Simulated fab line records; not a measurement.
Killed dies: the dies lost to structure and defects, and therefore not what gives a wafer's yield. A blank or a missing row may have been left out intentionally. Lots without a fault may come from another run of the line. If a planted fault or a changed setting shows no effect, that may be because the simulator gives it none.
The tool behind it: which one?	flow sky130	39 wafers from 13 lots sampled at 4 of the route's 708 steps

== WHAT THE GAUGES READ, wafer by wafer ==
SKY_CONTACT_CD_MEAS_14: target cd 170 nm. Usual: 169.6 nm for cd_nm, sd 1.6.
lot	measured	on	cd_nm (nm)	flag
L676	day 33 08:38	cd_sem-02	170.2 169.2 170.0	
L678	day 33 12:32	cd_sem-01	171.1 169.3 168.0	
L677	day 33 15:41	cd_sem-01	169.5 170.2 171.3	
L683	day 35 15:31	cd_sem-02	168.3 167.7 168.0	
L685	day 35 21:51	cd_sem-01	170.9 170.4 170.7	
L688	day 37 16:37	cd_sem-02	170.6 171.3 170.6	
L690	day 38 11:12	cd_sem-01	167.4 168.5 169.8	
L691	day 38 15:33	cd_sem-02	165.9 165.3 165.8	
L692	day 38 21:24	cd_sem-02	167.4 169.0 169.1	
L693	day 39 00:27	cd_sem-01	173.0 173.4 172.8	
L695	day 39 03:39	cd_sem-02	168.0 167.4 167.7	
L694	day 39 06:58	cd_sem-01	171.3 172.7 172.0	
L696	day 39 10:14	cd_sem-01	171.1 172.7 171.5	

== TOOL THAT RAN EACH LOT (tool first, then ch and the chambers of the sampled wafers, then the start) ==
lot	SKY_LOCAL_INTERCONNECT_ETCH_13	SKY_CONTACT_CVD_00	SKY_CONTACT_CMP_04
L676	rie_metal-04 ch 0,1, day 32 04:15	pecvd-01 ch 0,2, day 32 04:56	cmp-02 ch 0,3, day 32 05:10
L678	rie_metal-02 ch 0,1, day 32 07:32	pecvd-02 ch 0,1,2, day 32 08:16	cmp-01 ch 0,1,2, day 32 08:30
L677	rie_metal-01 ch 0,1, day 32 10:51	pecvd-04 ch 0,1,2, day 32 12:04	cmp-02 ch 0,1,2, day 32 12:26
L683	rie_metal-01 ch 0,1, day 34 11:46	pecvd-02 ch 0,1,2, day 34 12:29	cmp-02 ch 0,3, day 34 12:42
L685	rie_metal-01 ch 0,1, day 34 17:47	pecvd-04 ch 1,2, day 34 18:34	cmp-02 ch 1,2,3, day 34 18:50
L688	rie_metal-04 ch 0,1, day 36 13:50	pecvd-01 ch 0,1,2, day 36 14:32	cmp-01 ch 0,1,2, day 36 14:46
L690	rie_metal-02 ch 1, day 37 07:44	pecvd-02 ch 1,2, day 37 08:33	cmp-01 ch 0,2,3, day 37 08:49
L691	rie_metal-01 ch 0,1, day 37 12:17	pecvd-04 ch 1,2, day 37 12:59	cmp-02 ch 0,1,3, day 37 13:17
L692	rie_metal-01 ch 0,1, day 37 18:28	pecvd-01 ch 0,1,2, day 37 19:10	cmp-01 ch 0,2,3, day 37 19:33
L693	rie_metal-04 ch 0,1, day 37 21:35	pecvd-04 ch 0,1, day 37 22:20	cmp-01 ch 1,2, day 37 22:33
L695	rie_metal-02 ch 1, day 38 00:59	pecvd-02 ch 1,2, day 38 01:49	cmp-02 ch 1,3, day 38 02:02
L694	rie_metal-02 ch 1, day 38 04:21	pecvd-02 ch 0,1,2, day 38 05:10	cmp-02 ch 0,1,2, day 38 05:28
L696	rie_metal-02 ch 1, day 38 07:12	pecvd-04 ch 0,1, day 38 08:05	cmp-01 ch 0,1, day 38 08:21
- SKY_LOCAL_INTERCONNECT_ETCH_13: etches BARC in N2/H2, stops on SiO2, time 45.9 s, target depth 60 nm.
- SKY_CONTACT_CVD_00: deposits Si3N4, target thk 75 nm.
- SKY_CONTACT_CMP_04: polishes SiO2.

== WHAT THE TOOLS THEMSELVES READ (means of the sampled wafers that have a number; where no wafer has one, the mark that the record gives instead) ==
SKY_LOCAL_INTERCONNECT_ETCH_13. Usual: drypump_motor_current_A 5.5 A, standard deviation 0.47; oes_product_au 0.854 a.u., standard deviation 0.0043; rf_fwd_power_W 494.6 W, standard deviation 2.5; throttle_valve_pct 13.226 %, standard deviation 0.0091.
lot	tool	drypump_motor_current_A (A)	oes_product_au (a.u.)	rf_fwd_power_W (W)	throttle_valve_pct (%)	flag
L676	rie_metal-04	5.1	0.856	497.8	13.229	
L678	rie_metal-02	5.5	0.856	495.5	13.224	
L677	rie_metal-01	5.8	0.855	494.3	13.229	
L683	rie_metal-01	5.5	0.853	491.0	13.227	
L685	rie_metal-01	5.5	0.857	493.0	13.230	
L688	rie_metal-04	5.1	0.856	494.8	13.224	
L690	rie_metal-02	5.3	0.854	494.7	13.222	
L691	rie_metal-01	5.4	0.851	492.5	13.223	
L692	rie_metal-01	5.8	0.854	492.9	13.234	
L693	rie_metal-04	5.1	0.851	495.2	13.225	
L695	rie_metal-02	5.3	0.855	494.6	13.215	
L694	rie_metal-02	5.3	0.855	497.8	13.227	
L696	rie_metal-02	5.3	0.855	494.5	13.231	

SKY_CONTACT_CVD_00. Usual: heater_power_w 692 W, standard deviation 110; rf_fwd_power_W 444.5 W, standard deviation 1.6.
lot	tool	heater_power_w (W)	rf_fwd_power_W (W)	flag
L676	pecvd-01	680	444.1	
L678	pecvd-02	675	443.9	
L677	pecvd-04	703	446.2	
L683	pecvd-02	715	444.9	
L685	pecvd-04	755	444.3	
L688	pecvd-01	723	445.2	
L690	pecvd-02	674	443.2	
L691	pecvd-04	778	444.5	
L692	pecvd-01	700	445.7	
L693	pecvd-04	567	442.3	
L695	pecvd-02	651	445.3	
L694	pecvd-02	727	443.5	
L696	pecvd-04	580	445.9	

SKY_CONTACT_CMP_04. Usual: head_pressure_psi 4.002 psi, standard deviation 0.0095; motor_current_A 12.2 A, standard deviation 1.9; slurry_flow_ml_min 150.0, standard deviation 0.46; time_to_endpoint_s 83 s, standard deviation 4.5.
lot	tool	head_pressure_psi (psi)	motor_current_A (A)	slurry_flow_ml_min	time_to_endpoint_s (s)	flag
L676	cmp-02	3.993	10.7	150.0	84	
L678	cmp-01	4.007	13.3	150.4	83	
L677	cmp-02	4.000	11.8	149.7	85	
L683	cmp-02	3.510	10.4	149.9	99	OFF
L685	cmp-02	3.499	10.9	149.9	98	OFF
L688	cmp-01	3.998	14.0	150.1	86	
L690	cmp-01	4.001	12.4	150.1	78	
L691	cmp-02	4.010	11.4	149.8	89	
L692	cmp-01	4.004	12.5	149.9	80	
L693	cmp-01	3.997	15.0	149.9	76	
L695	cmp-02	4.020	12.1	149.8	91	
L694	cmp-02	4.002	12.1	150.4	87	
L696	cmp-01	4.018	12.8	150.2	84	

== THE ANSWER, worked out from the rows above alone ==
Rule: a lot is off if the mean of its wafers that have a number lies more than 3 standard deviations from the usual mean. Also off: a lot with no number at a reading for which 4 or more lots have one. The other lots that the step has rows for count as sound. The gauges are gone through in route order, then the tools' own readings, and for those a lot's mean is taken as printed above. At the first step where some lot is off, the reading lying furthest off is the one used; lots without a number count as furthest.
Off: L683, L685 (SKY_CONTACT_CMP_04, head_pressure_psi).
If a tool, at that step or one of the process steps before it, ran each lot that is off and ran no sound lot following the first of them, it fits. None of those tried fits.

== WHAT THE SIMULATOR PUT IN ==
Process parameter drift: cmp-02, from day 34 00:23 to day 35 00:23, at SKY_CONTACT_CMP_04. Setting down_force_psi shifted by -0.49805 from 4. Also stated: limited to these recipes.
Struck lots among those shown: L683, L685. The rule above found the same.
